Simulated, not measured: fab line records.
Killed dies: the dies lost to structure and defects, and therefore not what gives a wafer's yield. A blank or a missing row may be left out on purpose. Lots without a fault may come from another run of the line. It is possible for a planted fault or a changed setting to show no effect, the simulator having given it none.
A lot that was struck, set against a sound lot | flow sky130 | 34 out of 708 route steps
Sound: the wafers L652.1, L652.2, L652.3. Struck: wafers L654.1, L654.2, L654.4. Last of all comes the cause.
At each step with rows: each side's tool, then ch and its chambers, then its first start. Under that, the readings that differ: sound wafers | struck wafers | difference of the means | sigmas: that difference in standard deviations of wafers without a fault.
alike: readings whose means differ by less than 2 such deviations, and words and numbers that are the same on both sides. not compared: withheld readings, readings that some wafer has no value for, bounds like >300 that may hide the same value, and numbers for which the record gives no deviation and whose values overlap.
The two part at a step that has a row with sigmas, a row that says differs or no value, or rows on one side only. When numbers do not overlap yet have no deviation, they are printed without sigmas and do not part them. A reading that every wafer of one side lacks parts them only if that side has two wafers or more.

first, 4 steps without rows for these wafers: SKY_VT_ADJUST_LVTN_SOFTBAKE_14 (time 60 s); SKY_VT_ADJUST_LVTN_EXPOSE_15 (exposes mask HVN STD DERIVED, target cd 600 nm); SKY_VT_ADJUST_LVTN_PEB_16; SKY_VT_ADJUST_LVTN_DEVELOP_17 (develop time 60 s).
SKY_VT_ADJUST_LVTN_OVL_MEAS_18:
  sound on overlay-01 at day 10 01:45; struck on overlay-01 at day 10 12:08
  alike: VT_ADJUST_LVTN_01_OVL
then, 1 step without rows for these wafers: SKY_VT_ADJUST_LVTN_IMPLANT_19.
SKY_VT_ADJUST_LVTN_STRIP_20: strips in O2/N2.
  sound on plasmaAsher-01 ch 0,1, day 10 01:56; struck on plasmaAsher-01 ch 0,1, day 10 12:19
  alike: drypumpMotorCurrentA, oesProductAu, stripTimeToEndpointS
  not compared: rfHoursCounterH
SKY_VT_ADJUST_LVTN_TW_MEAS_21:
  sound on filmMetro-02 at day 10 02:02; struck on filmMetro-02 at day 10 12:25
  alike: VT_ADJUST_LVTN_2_TW
then, 4 steps without rows for these wafers: SKY_VT_ADJUST_NCORE_DEHYDRATE_00 (time 60 s); SKY_VT_ADJUST_NCORE_HMDS_01 (prime time 60 s); SKY_VT_ADJUST_NCORE_COAT_02 (resist thk 1140 nm); SKY_VT_ADJUST_NCORE_SOFTBAKE_03 (time 60 s).
SKY_VT_ADJUST_NCORE_EXPOSE_04: exposes mask LVTN COMPLEMENT THIN, target cd 380 nm.
  sound on ilineStepper-01 ch 0, day 10 13:34; struck on ilineStepper-02 ch 0, day 10 23:38
reading | sound                                                                | struck                  | difference | sigmas
mask    | LVTN_COMPLEMENT_THIN#0 LVTN_COMPLEMENT_THIN#0 LVTN_COMPLEMENT_THIN#0 | HVTRM#0 HVTRM#0 HVTRM#0 | differs    | 
then, 2 steps without rows for these wafers: SKY_VT_ADJUST_NCORE_PEB_05; SKY_VT_ADJUST_NCORE_DEVELOP_06 (develop time 60 s).
SKY_VT_ADJUST_NCORE_CD_MEAS_07: target cd 380 nm.
  sound on cdSem-02 at day 11 00:50; struck on cdSem-02 at day 11 10:56
reading   | sound             | struck | difference                    | sigmas
cdNm (nm) | 384.3 383.9 380.9 | - - -  | no value on the struck wafers | 
SKY_VT_ADJUST_NCORE_OVL_MEAS_08:
  sound on overlay-01 at day 11 00:57; struck on overlay-02 at day 11 11:03
reading                  | sound        | struck | difference                    | sigmas
VT_ADJUST_NCORE_OVL (nm) | 0.8 -0.3 1.9 | - - -  | no value on the struck wafers | 
then, 1 step without rows for these wafers: SKY_VT_ADJUST_NCORE_IMPLANT_09.
SKY_VT_ADJUST_NCORE_STRIP_10: strips in O2/N2.
  sound on plasmaAsher-03 ch 0,1, day 11 01:08; struck on plasmaAsher-01 ch 0,1, day 11 11:14
  alike: drypumpMotorCurrentA, oesProductAu, stripTimeToEndpointS
  not compared: rfHoursCounterH
SKY_VT_ADJUST_NCORE_TW_MEAS_11:
  sound on filmMetro-03 at day 11 01:14; struck on filmMetro-03 at day 11 11:20
reading            | sound             | struck         | difference | sigmas
VT_ADJUST_NCORE_TW | 216.9 216.9 215.0 | 29.8 29.6 29.7 | -186.6     | -99 or more
then, 7 steps without rows for these wafers: SKY_VT_ADJUST_HVTR_DEHYDRATE_00 (time 60 s); SKY_VT_ADJUST_HVTR_HMDS_01 (prime time 60 s); SKY_VT_ADJUST_HVTR_COAT_02 (resist thk 1140 nm); SKY_VT_ADJUST_HVTR_SOFTBAKE_03 (time 60 s); SKY_VT_ADJUST_HVTR_EXPOSE_04 (exposes mask HVTRM, target cd 380 nm); SKY_VT_ADJUST_HVTR_PEB_05; SKY_VT_ADJUST_HVTR_DEVELOP_06 (develop time 62.5 s).
SKY_VT_ADJUST_HVTR_CD_MEAS_07: target cd 380 nm.
  sound on cdSem-02 at day 12 00:11; struck on cdSem-01 at day 12 11:03
  alike: cdNm
SKY_VT_ADJUST_HVTR_OVL_MEAS_08:
  sound on overlay-02 at day 12 00:18; struck on overlay-02 at day 12 11:10
  alike: VT_ADJUST_HVTR_OVL
then, 1 step without rows for these wafers: SKY_VT_ADJUST_HVTR_IMPLANT_09.
SKY_VT_ADJUST_HVTR_STRIP_10: strips in O2/N2.
  sound on plasmaAsher-03 ch 0,1, day 12 00:29; struck on plasmaAsher-02 ch 0,1, day 12 11:21
reading                  | sound       | struck      | difference | sigmas
drypumpMotorCurrentA (A) | 6.4 6.4 6.4 | 5.5 6.0 5.5 | -0.7       | -2
  alike: oesProductAu, stripTimeToEndpointS
  not compared: rfHoursCounterH
SKY_VT_ADJUST_HVTR_TW_MEAS_11:
  sound on filmMetro-02 at day 12 00:35; struck on filmMetro-02 at day 12 11:27
reading           | sound             | struck            | difference | sigmas
VT_ADJUST_HVTR_TW | 210.6 210.2 210.9 | 262.5 262.4 262.6 | +51.9      | +47
then, 1 step without rows for these wafers: SKY_VT_ADJUST_PCH_DEHYDRATE_00 (time 60 s).
-- here the record skips 36 days between the struck wafers' starts before and after, leaving off in module VT_ADJUST_PCH and picking up in module PAD_OPEN (first step shown: number 708 of the route) --
SKY_PAD_OPEN_PROBE_99:
  sound on prober-02 at day 47 22:24; struck on prober-02 at day 48 05:16
reading                               | sound                         | struck                        | difference | sigmas
model.etest.pfet_16v.rOnOhmUm         | 1.503e+04 1.544e+04 1.508e+04 | 1.854e+04 1.849e+04 1.871e+04 | +3.397e+03 | 
model.etest.nfet_16v.rOnOhmUm         | 1.418e+04 1.425e+04 1.416e+04 | 1.09e+04 1.093e+04 1.111e+04  | -3.22e+03  | 
model.etest.pfetG5v0d10v5.rOnOhmUm    | 4752 4850 4805                | 5986 5898 5966                | +1148      | 
model.etest.tipP.rsOhmSq              | 6859 6947 6898                | 7618 7520 7585                | +673       | 
model.etest.pfet_01v8.rOnOhmUm        | 2814 3005 2932                | 3377 3252 3325                | +401       | 
model.etest.resPwellUnderGate.rsOhmSq | 2298 2327 2312                | 2584 2603 2588                | +279       | 
model.etest.nfetG5v0d10v5.rOnOhmUm    | 1900 1941 1912                | 1574 1548 1580                | -350       | 
model.etest.tip_p_5v.rsOhmSq          | 2857 2867 2876                | 3136 3152 3120                | +269       | 

WHERE THEY PART
Earliest at SKY_VT_ADJUST_NCORE_EXPOSE_04; latest, in this record, at SKY_VT_ADJUST_HVTR_TW_MEAS_11.

WHY: what the simulator had put in
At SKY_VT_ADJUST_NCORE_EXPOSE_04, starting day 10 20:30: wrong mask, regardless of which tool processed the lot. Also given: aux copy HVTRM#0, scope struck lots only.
